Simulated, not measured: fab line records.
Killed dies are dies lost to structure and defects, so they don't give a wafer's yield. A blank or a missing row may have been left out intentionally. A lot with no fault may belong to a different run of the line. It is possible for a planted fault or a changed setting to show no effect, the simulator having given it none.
One fault seen from 2 desks :: flow gf180mcu :: what lay behind the numbers comes last; until then each desk has only its own

== FROM THE METROLOGY DESK ==
What the gauges read for every lot (on any tool): the sampled wafers with a number, averaged. A lot is out of limits, marked OUT, if its mean lies more than 4 standard deviations from the usual mean; the brackets give that distance.
Columns: A = CONTACT_BOW at GF_CONTACT_BOW_MEAS_05, usual 64 um; B = V1_BOW at GF_V1_BOW_MEAS_05, usual 81 um
lot: L975
first seen here: day 15 12:50
A: 66
B: 82

lot: L978
first seen here: day 17 11:14
A: 74
B: 90

lot: L979
first seen here: day 18 00:34
A: 64
B: 76

lot: L981
first seen here: day 18 11:13
A: 65
B: 78

lot: L984
first seen here: day 19 12:12
A: 59
B: 73

lot: L985
first seen here: day 19 20:13
A: 70
B: 87

lot: L988
first seen here: day 20 23:07
A: 60
B: 77

lot: L990
first seen here: day 21 06:53
A: 58
B: 75

lot: L991
first seen here: day 21 17:16
A: 73
B: 88

lot: L992
first seen here: day 22 02:20
A: 62
B: 81

lot: L995
first seen here: day 22 23:25
A: 59
B: 80

lot: L996
first seen here: day 23 07:13
A: 74
B: 92
This desk found nothing out of limits on any of the 12 lots.

== TOOL OWNER'S DESK, rieMetal-02 ==
The tool's own readings at GF_M2_METAL_ETCH_16 (etches the open film in Cl2/BCl3, stops on SiO2, target depth 627.5 nm, time 104.6 s): means of the sampled wafers that have a number, for each lot that ran on this tool. A lot is out of limits, marked OUT, if its mean lies more than 4 standard deviations from the usual mean; the brackets give that distance.
Columns: A = drypumpMotorCurrentA at GF_M2_METAL_ETCH_16, usual 5.47 A; B = oesProductAu at GF_M2_METAL_ETCH_16, usual 0.975 a.u.; C = runLengthS at GF_M2_METAL_ETCH_16, usual 132.7 s; D = throttleValvePct at GF_M2_METAL_ETCH_16, usual 28.247 %
lot: L978
first seen here: day 21 14:34
A: 5.59
B: 0.971
C: 133.0
D: 28.260

lot: L979
first seen here: day 22 05:04
A: 5.60
B: 0.974
C: 133.0
D: 28.241

lot: L985
first seen here: day 23 22:27
A: 5.76
B: 0.978
C: 133.1
D: 28.241

lot: L990
first seen here: day 25 07:10
A: 5.45
B: 0.983
C: 130.0 (-7.6) OUT
D: 28.233

lot: L991
first seen here: day 25 16:00
A: 5.56
B: 0.985
C: 131.5
D: 28.236
This desk finds L990 out of limits, L990 being first, at day 25 07:10 (runLengthS at GF_M2_METAL_ETCH_16). In limits: L978, L979, L985, L991.

== BROUGHT TOGETHER ==
At day 25 07:10, on L990, the tool owner's desk was in a position to raise an alarm.
Nothing out of limits was seen by the metrology desk.
The metrology desk holds a record of L990, inside its limits.
The lots listed all ran GF_M2_METAL_ETCH_16 on rieMetal-02.

== WHAT THE SIMULATOR HAD PUT IN ==
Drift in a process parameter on rieMetal-02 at GF_M2_METAL_ETCH_16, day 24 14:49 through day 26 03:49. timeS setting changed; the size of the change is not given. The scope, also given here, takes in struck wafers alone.
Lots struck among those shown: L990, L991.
How many hours passed from the start of the fault until each desk's first out-of-limits reading: the tool owner's desk, 16.
